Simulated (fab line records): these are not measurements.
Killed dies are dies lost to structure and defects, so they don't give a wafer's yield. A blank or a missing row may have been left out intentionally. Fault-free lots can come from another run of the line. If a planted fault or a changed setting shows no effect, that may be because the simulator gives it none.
fab line records + flow sky130
record
- lots=6
- wafers=18
- last_day=49
route steps=708 shown LDD_HVP@288 LDD_LDN@289 PAD_OPEN@708
lots that met no fault: from a run of the same line without faults
start_h: the number of hours between the record's first day and the start of the first shown wafer of the lot + wait_h: hours from the lot's prior step to this one + " the same as in the row above + L1.1+2: several wafers, shown together as one row + - no value, or no start was given + * or withheld: withheld + < > ~ a bound
route shown NAME@n: NAME is a module with steps in the file, n the number in the route of the first one + usual: mean and standard deviation over wafers with no fault + same: alike in all rows + chamber/n: place in a boat + sites: per-site readings + _std_site: standard deviation of those values + _edge_site: mean of outer sites minus mean of inner sites + radius_mm: for every site, how far away it sits from the centre of the wafer + mask NAME#n: copy n + behind: tool/chamber where the wafer was last shaped + hold: the reason the lot was held/the length of the hold in hours/how it ended + device: the n, p or np transistor that did not switch + end of line: tests of these same wafers at the route's end + step lacking rows: just its recipe + killed: dies lost to structure and defects at the first sort, not the wafer's yield + map: per-die view of a wafer (x killed, . not killed, _ where there is no die)
set.NAME: the run value of the setting; set.NAME@STEP: its run value at that earlier step + model.NAME: the simulator's own value behind a step, which no gauge read
lots at selected steps of the route; one table per step, one row per wafer
services: from which hour (start_h, from the record's first day; less than 0 if before it) a tool's chamber was out of use, for how many hours, and why
## steps
# step SKY_LDD_HVP_TW_MEAS_10
# usual
- LDD_HVP_TW=458/5
| lot.wafer | tool          | chamber | start_h | wait_h | LDD_HVP_TW |
|-----------|---------------|---------|---------|--------|------------|
| L560.1    | film_metro-03 | -       | 526.58  | 0.1    | 448        |
| L560.2    | "             | -       | "       | "      | 451        |
| L560.6    | "             | -       | "       | "      | 451        |
| L563.1    | film_metro-02 | -       | 534.09  | 0.1    | 463        |
| L563.5    | "             | -       | "       | "      | 463        |
| L563.6    | "             | -       | "       | "      | 462        |
| L564.1    | film_metro-04 | -       | 542.13  | 0.1    | 465        |
| L564.3    | "             | -       | "       | "      | 460        |
| L564.4    | "             | -       | "       | "      | 464        |
| L574.1    | film_metro-03 | -       | 624.83  | 0.1    | 452        |
| L574.4    | "             | -       | "       | "      | 452        |
| L574.6    | "             | -       | "       | "      | 450        |
| L576.2    | film_metro-03 | -       | 642.66  | 0.1    | 453        |
| L576.3    | "             | -       | "       | "      | 454        |
| L576.6    | "             | -       | "       | "      | 450        |
| L579.3    | film_metro-04 | -       | 661.66  | 0.1    | 461        |
| L579.5    | "             | -       | "       | "      | 462        |
| L579.6    | "             | -       | "       | "      | 464        |
# step SKY_LDD_LDN_DEHYDRATE_00
# recipe
- temp_c=200
- time_s=60
# step SKY_LDD_LDN_HMDS_01
# recipe
- prime_time_s=60
- prime_temp_c=120
# step SKY_LDD_LDN_COAT_02
# recipe
- resist=NOVOLAK
- spin_rpm=3000
- resist_thk_nm=1140
# step SKY_LDD_LDN_SOFTBAKE_03
# recipe
- temp_c=90
- time_s=60
- resist=NOVOLAK
# step SKY_LDD_LDN_EXPOSE_04
# recipe
- mask_id=LDNTM
- na=0.6
- source_shape=conventional
- sigma_outer=0.6
- polarization=unpolarized
- target_cd_nm=700
- dose_mj=140
# step SKY_LDD_LDN_PEB_05
# recipe
- temp_c=withheld
- time_s=*
- resist=NOVOLAK
# step SKY_LDD_LDN_DEVELOP_06
# recipe
- resist=NOVOLAK
- developer=TMAH
- develop_time_s=60
- dev_temp_c=23
# step SKY_LDD_LDN_OVL_MEAS_07
# usual
- LDD_LDN_OVL=0.8/1.3
| lot.wafer | tool       | chamber | start_h | wait_h | LDD_LDN_OVL[nm] |
|-----------|------------|---------|---------|--------|-----------------|
| L560.1    | overlay-01 | -       | 556.62  | 0.1    | 1.7             |
| L560.2    | "          | -       | "       | "      | 2.3             |
| L560.6    | "          | -       | "       | "      | 2.5             |
| L563.1    | overlay-02 | -       | 563.55  | 0.1    | 1.3             |
| L563.5    | "          | -       | "       | "      | 0.9             |
| L563.6    | "          | -       | "       | "      | 0.7             |
| L564.1    | overlay-01 | -       | 571.23  | 0.1    | 1.5             |
| L564.3    | "          | -       | "       | "      | 1.2             |
| L564.4    | "          | -       | "       | "      | 1.9             |
| L574.1    | overlay-01 | -       | 654.07  | 0.1    | -1.3            |
| L574.4    | "          | -       | "       | "      | -1.4            |
| L574.6    | "          | -       | "       | "      | -1.8            |
| L576.2    | overlay-01 | -       | 671.49  | 0.1    | 2.2             |
| L576.3    | "          | -       | "       | "      | 3.8             |
| L576.6    | "          | -       | "       | "      | 3.2             |
| L579.3    | overlay-01 | -       | 689.05  | 0.1    | 1.2             |
| L579.5    | "          | -       | "       | "      | 1.0             |
| L579.6    | "          | -       | "       | "      | 0.0             |
# step SKY_LDD_LDN_IMPLANT_08
# recipe
- species=As
- energy_kev=15
- dose_cm2=1.25e+13
- tilt_deg=withheld
- rotation_deg=23
# step SKY_LDD_LDN_IMPLANT_09
# recipe
- species=As
- energy_kev=15
- dose_cm2=1.25e+13
- tilt_deg=withheld
- rotation_deg=113
# step SKY_LDD_LDN_IMPLANT_10
# recipe
- species=As
- energy_kev=15
- dose_cm2=1.25e+13
- tilt_deg=withheld
- rotation_deg=203
# step SKY_LDD_LDN_IMPLANT_11
# recipe
- species=As
- energy_kev=15
- dose_cm2=1.25e+13
- tilt_deg=withheld
- rotation_deg=293
# usual
- beam_on_s=10.00/0.21
| lot.wafer | tool         | chamber | start_h | wait_h | beam_on_s |
|-----------|--------------|---------|---------|--------|-----------|
| L560.1    | implanter-01 | 0       | 557.10  | 0.1    | 9.95      |
| L560.2    | "            | 0       | "       | "      | 10.31     |
| L560.6    | "            | 0       | "       | "      | 10.09     |
| L563.1    | implanter-02 | 0       | 564.03  | 0.1    | 10.02     |
| L563.5    | "            | 0       | "       | "      | 9.74      |
| L563.6    | "            | 0       | "       | "      | 9.92      |
| L564.1    | implanter-04 | 0       | 571.72  | 0.1    | 10.45     |
| L564.3    | "            | 0       | "       | "      | 9.80      |
| L564.4    | "            | 0       | "       | "      | 9.70      |
| L574.1    | implanter-04 | 0       | 654.55  | 0.1    | 9.97      |
| L574.4    | "            | 0       | "       | "      | 9.69      |
| L574.6    | "            | 0       | "       | "      | 9.97      |
| L574.1    | implanter-04 | 0       | 654.87  | 0.3    | 9.98      |
| L574.4    | "            | 0       | "       | "      | 10.28     |
| L574.6    | "            | 0       | "       | "      | 10.04     |
| L576.2    | implanter-04 | 0       | 671.99  | 0.1    | 10.27     |
| L576.3    | "            | 0       | "       | "      | 9.93      |
| L576.6    | "            | 0       | "       | "      | 10.00     |
| L576.2    | implanter-04 | 0       | 672.44  | 0.4    | 9.56      |
| L576.3    | "            | 0       | "       | "      | 10.25     |
| L576.6    | "            | 0       | "       | "      | 10.01     |
| L579.3    | implanter-02 | 0       | 689.57  | 0.1    | 10.05     |
| L579.5    | "            | 0       | "       | "      | 9.90      |
| L579.6    | "            | 0       | "       | "      | 9.75      |
# step SKY_LDD_LDN_STRIP_12
# recipe
- chemistry=O2/N2
- power_w=1400
- pressure_mtorr=1500
- platen_temp_c=withheld
- o2_flow_sccm=3000
- n2_flow_sccm=300
- overash_fraction=0.5
# usual
- chamber_pressure_mTorr=1499.9/1.3
- drypump_motor_current_A=5.9/0.57
- oes_product_au=0.715/0.0044
- strip_time_to_endpoint_s=14.20/0.037
| lot.wafer | tool            | chamber | start_h | wait_h | chamber_pressure_mTorr | drypump_motor_current_A | oes_product_au | rf_hours_counter_h | strip_time_to_endpoint_s |
|-----------|-----------------|---------|---------|--------|------------------------|-------------------------|----------------|--------------------|--------------------------|
| L560.1    | plasma_asher-04 | 0       | 557.25  | 0.1    | 1499.0                 | 5.1                     | 0.714          | 13                 | 14.26                    |
| L560.2    | "               | 1       | "       | "      | 1501.3                 | 6.7                     | 0.714          | 13                 | 14.23                    |
| L560.6    | "               | 0       | "       | "      | 1500.1                 | 5.1                     | 0.712          | -                  | 14.22                    |
| L563.1    | plasma_asher-03 | 0       | 564.18  | 0.1    | 1500.1                 | 6.2                     | 0.721          | 42                 | 14.10                    |
| L563.5    | "               | 0       | "       | "      | 1500.5                 | 6.2                     | 0.716          | -                  | 14.10                    |
| L563.6    | "               | 1       | "       | "      | 1501.2                 | 5.3                     | 0.709          | -                  | 14.14                    |
| L564.1    | plasma_asher-03 | 1       | 571.87  | 0.1    | 1501.0                 | 5.3                     | 0.714          | 43                 | 14.19                    |
| L564.3    | "               | 1       | "       | "      | 1499.0                 | 5.3                     | 0.719          | -                  | 14.22                    |
| L564.4    | "               | 0       | "       | "      | 1500.2                 | 6.2                     | 0.722          | -                  | 14.20                    |
| L574.1    | plasma_asher-03 | 0       | 655.02  | 0.1    | 1502.2                 | 6.2                     | 0.717          | 51                 | 14.22                    |
| L574.4    | "               | 1       | "       | "      | 1501.3                 | 5.3                     | 0.715          | -                  | 14.16                    |
| L574.6    | "               | 1       | "       | "      | 1499.2                 | 5.3                     | 0.717          | -                  | 14.23                    |
| L576.2    | plasma_asher-03 | 0       | 672.75  | 0.3    | 1498.2                 | 6.2                     | 0.718          | 53                 | 14.16                    |
| L576.3    | "               | 0       | "       | "      | 1498.4                 | 6.2                     | 0.708          | -                  | 14.20                    |
| L576.6    | "               | 1       | "       | "      | 1499.4                 | 5.2                     | 0.718          | -                  | 14.16                    |
| L579.3    | plasma_asher-04 | 0       | 689.70  | 0.1    | 1499.9                 | 5.2                     | 0.716          | -                  | 14.20                    |
| L579.5    | "               | 1       | "       | "      | 1501.1                 | 6.7                     | 0.716          | -                  | 14.20                    |
| L579.6    | "               | 0       | "       | "      | 1498.1                 | 5.1                     | 0.715          | -                  | 14.16                    |
# step SKY_LDD_LDN_TW_MEAS_13
# usual
- LDD_LDN_TW=1485/12
| lot.wafer | tool          | chamber | start_h | wait_h | LDD_LDN_TW |
|-----------|---------------|---------|---------|--------|------------|
| L560.1    | film_metro-01 | -       | 557.35  | 0.1    | 1472       |
| L560.2    | "             | -       | "       | "      | 1470       |
| L560.6    | "             | -       | "       | "      | 1472       |
| L563.1    | film_metro-01 | -       | 564.28  | 0.1    | 1476       |
| L563.5    | "             | -       | "       | "      | 1475       |
| L563.6    | "             | -       | "       | "      | 1469       |
| L564.1    | film_metro-01 | -       | 571.97  | 0.1    | 1473       |
| L564.3    | "             | -       | "       | "      | 1471       |
| L564.4    | "             | -       | "       | "      | 1477       |
| L574.1    | film_metro-01 | -       | 655.12  | 0.1    | 1562       |
| L574.4    | "             | -       | "       | "      | 1570       |
| L574.6    | "             | -       | "       | "      | 1576       |
| L576.2    | film_metro-02 | -       | 672.86  | 0.1    | 1589       |
| L576.3    | "             | -       | "       | "      | 1588       |
| L576.6    | "             | -       | "       | "      | 1586       |
| L579.3    | film_metro-04 | -       | 689.79  | 0.1    | 1500       |
| L579.5    | "             | -       | "       | "      | 1495       |
| L579.6    | "             | -       | "       | "      | 1491       |
# step SKY_LDD_LDN_CLEAN_14
# recipe
- chemistry=SC1/SC2
- mix=1:4:20
- temp_c=70
- time_s=150
- dry=n2_spin
# step SKY_PAD_OPEN_PROBE_99
# usual
- killed_at_M0_to_M3=44/7.4
- killed_at_M4_up=3.1/1.8
- killed_at_contacts=24/5.6
- killed_at_front_end=15/4.9
- killed_at_other=0.4/0.59
- killed_dies=87/9.8
- killed_open=47/7.2
- killed_short=39/6.8
# same
- gross_dies=492
- killed_at_back_side=0
| lot.wafer | tool      | chamber | start_h | wait_h | killed_at_M0_to_M3 | killed_at_M4_up | killed_at_contacts | killed_at_front_end | killed_at_other | killed_dies | killed_open | killed_short | model.etest.tip_sonos.rs_ohm_sq |
|-----------|-----------|---------|---------|--------|--------------------|-----------------|--------------------|---------------------|-----------------|-------------|-------------|--------------|---------------------------------|
| L563.1    | prober-02 | -       | 1103.13 | 0.1    | 35                 | 7               | 30                 | 16                  | 0               | 88          | 52          | 36           | 2714                            |
| L563.5    | prober-02 | -       | 1103.33 | 0.2    | 48                 | 1               | 26                 | 17                  | 1               | 93          | 50          | 43           | 2724                            |
| L563.6    | prober-02 | -       | 1103.38 | 0.2    | 45                 | 8               | 21                 | 13                  | 0               | 87          | 44          | 43           | 2690                            |
| L574.1    | prober-02 | -       | 1163.31 | 0.1    | 57                 | 1               | 22                 | 20                  | 0               | 100         | 58          | 42           | 2344                            |
| L574.4    | prober-02 | -       | 1163.46 | 0.2    | 43                 | 1               | 20                 | 27                  | 0               | 91          | 56          | 35           | 2319                            |
| L574.6    | prober-02 | -       | 1163.56 | 0.2    | 42                 | 4               | 15                 | 12                  | 0               | 73          | 34          | 39           | 2360                            |
| L576.2    | prober-02 | -       | 1173.59 | 0.1    | 49                 | 3               | 27                 | 12                  | 0               | 91          | 55          | 36           | 2317                            |
| L576.3    | prober-02 | -       | 1173.64 | 0.2    | 41                 | 2               | 28                 | 15                  | 0               | 86          | 45          | 41           | 2330                            |
| L576.6    | prober-02 | -       | 1173.79 | 0.2    | 25                 | 6               | 21                 | 16                  | 0               | 68          | 42          | 26           | 2330                            |
| L579.3    | prober-01 | -       | 1184.79 | 0.2    | 32                 | 3               | 34                 | 9                   | 1               | 79          | 45          | 34           | 2720                            |
| L579.5    | prober-01 | -       | 1184.89 | 0.2    | 43                 | 5               | 21                 | 7                   | 0               | 76          | 45          | 31           | 2673                            |
| L579.6    | prober-01 | -       | 1184.94 | 0.2    | 57                 | 1               | 36                 | 9                   | 0               | 103         | 52          | 51           | 2666                            |
# killed by level:class
L563.1 LOCAL_INTERCONNECT:geometric_particle:short=9 VIA1:geometric_particle:open=9 LI_CONTACT:geometric_particle:open=8 CONTACT:geometric_particle:open=6 VIA3:geometric_particle:open=6 POLY_GATE:geometric_particle:open=5 VIA2:geometric_particle:open=5 FIELD_ISO:geometric_particle:open=4
L563.5 VIA2:geometric_particle:open=11 VIA3:geometric_particle:open=8 VIA1:geometric_particle:open=8 CONTACT:geometric_particle:short=7 POLY_GATE:geometric_particle:short=6 CONTACT:geometric_particle:open=6 LI_CONTACT:geometric_particle:open=5 VIA3:geometric_particle:short=5
L563.6 VIA2:geometric_particle:open=10 CONTACT:geometric_particle:open=8 VIA3:geometric_particle:short=8 CONTACT:geometric_particle:short=5 VIA3:geometric_particle:open=5 METAL4:geometric_particle:short=5 METAL2:geometric_particle:short=4 LI_CONTACT:geometric_particle:open=4
L574.1 VIA1:geometric_particle:open=11 VIA3:geometric_particle:open=11 CONTACT:geometric_particle:open=10 POLY_GATE:geometric_particle:open=6 METAL1:geometric_particle:short=6 LI_CONTACT:geometric_particle:open=5 CONTACT:geometric_particle:short=5 METAL2:geometric_particle:short=5
L574.4 VIA1:geometric_particle:open=13 LI_CONTACT:geometric_particle:open=9 FIELD_ISO:geometric_particle:open=8 CONTACT:geometric_particle:open=7 METAL2:geometric_particle:short=7 POLY_GATE:geometric_particle:open=6 VIA2:geometric_particle:open=6 METAL3:geometric_particle:short=4
L574.6 VIA3:geometric_particle:open=7 VIA1:geometric_particle:short=7 VIA1:geometric_particle:open=6 METAL2:geometric_particle:short=6 POLY_GATE:geometric_particle:short=5 LI_CONTACT:geometric_particle:open=5 CONTACT:geometric_particle:short=5 CONTACT:geometric_particle:open=5
L576.2 VIA3:geometric_particle:open=12 LI_CONTACT:geometric_particle:open=10 VIA1:geometric_particle:open=9 CONTACT:geometric_particle:open=8 VIA2:geometric_particle:open=6 FIELD_ISO:geometric_particle:short=5 VIA2:geometric_particle:short=5 LOCAL_INTERCONNECT:geometric_particle:short=4
L576.3 CONTACT:geometric_particle:open=12 VIA2:geometric_particle:open=10 VIA3:geometric_particle:open=7 METAL1:geometric_particle:short=6 LOCAL_INTERCONNECT:geometric_particle:short=5 CONTACT:geometric_particle:short=5 VIA1:geometric_particle:open=5 FIELD_ISO:geometric_particle:short=4
L576.6 CONTACT:geometric_particle:open=13 FIELD_ISO:geometric_particle:open=6 VIA1:geometric_particle:open=6 VIA3:geometric_particle:open=4 METAL4:geometric_particle:short=4 SPACER:geometric_particle:short=3 LOCAL_INTERCONNECT:geometric_particle:short=3 CONTACT:geometric_particle:short=3
L579.3 CONTACT:geometric_particle:open=15 VIA1:geometric_particle:open=10 CONTACT:geometric_particle:short=8 LI_CONTACT:geometric_particle:open=5 METAL1:geometric_particle:short=5 LOCAL_INTERCONNECT:geometric_particle:short=4 METAL2:geometric_particle:short=4 VIA2:geometric_particle:open=4
L579.5 VIA1:geometric_particle:open=12 CONTACT:geometric_particle:open=8 METAL3:geometric_particle:short=5 LI_CONTACT:geometric_particle:open=4 LOCAL_INTERCONNECT:geometric_particle:short=4 METAL1:geometric_particle:short=4 METAL2:geometric_particle:short=4 VIA2:geometric_particle:open=4
L579.6 METAL1:geometric_particle:short=13 CONTACT:geometric_particle:open=9 CONTACT:geometric_particle:short=9 LOCAL_INTERCONNECT:geometric_particle:short=8 VIA1:geometric_particle:open=8 VIA1:geometric_particle:short=8 VIA3:geometric_particle:open=8 LI_CONTACT:geometric_particle:open=6
## services
| tool            | chamber | start_h | hours | kind   |
|-----------------|---------|---------|-------|--------|
| implanter-01    | -       | 542.31  | 5.9   | repair |
| plasma_asher-04 | -       | 546.17  | 2.8   | pm     |
| implanter-04    | -       | 552.69  | 2.6   | pm     |
| plasma_asher-04 | -       | 574.57  | 0.7   | repair |
| implanter-04    | -       | 605.02  | 1.7   | repair |
| implanter-04    | -       | 628.67  | 1.3   | repair |
| implanter-04    | -       | 663.49  | 6.6   | pm     |
| implanter-02    | -       | 688.15  | 0.7   | repair |
## key
first_sign
- step=SKY_LDD_LDN_IMPLANT_11
- reading=visit
- direction=added
effect
- step=SKY_LDD_LDN_TW_MEAS_13
- reading=LDD_LDN_TW
- direction=up
- sigmas=8.1
- usual=1485
- struck=1579
model_effect
- step=SKY_PAD_OPEN_PROBE_99
- value=etest.tip_sonos.rs_ohm_sq
- without=2657
- struck=2333
met_at SKY_LDD_LDN_IMPLANT_11
struck_wafers L574.1,L574.4,L574.6,L576.2,L576.3,L576.6
tester_left_out L574,L576
fault
- kind=repeated_step_whole
- tool=implanter-01,implanter-02,implanter-04
- chamber=-
- onset_h=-
- steps=SKY_LDD_LDN_IMPLANT_11
- times=1
- scope=struck_lots_only
# tester_left_out: of these lots the tester's yield and bins aren't shown, on N5 and GAA mostly nor the transistor test; their killed dies are dies lost to structure and defects alone, not to doping, threshold or leakage, so they don't give the yield
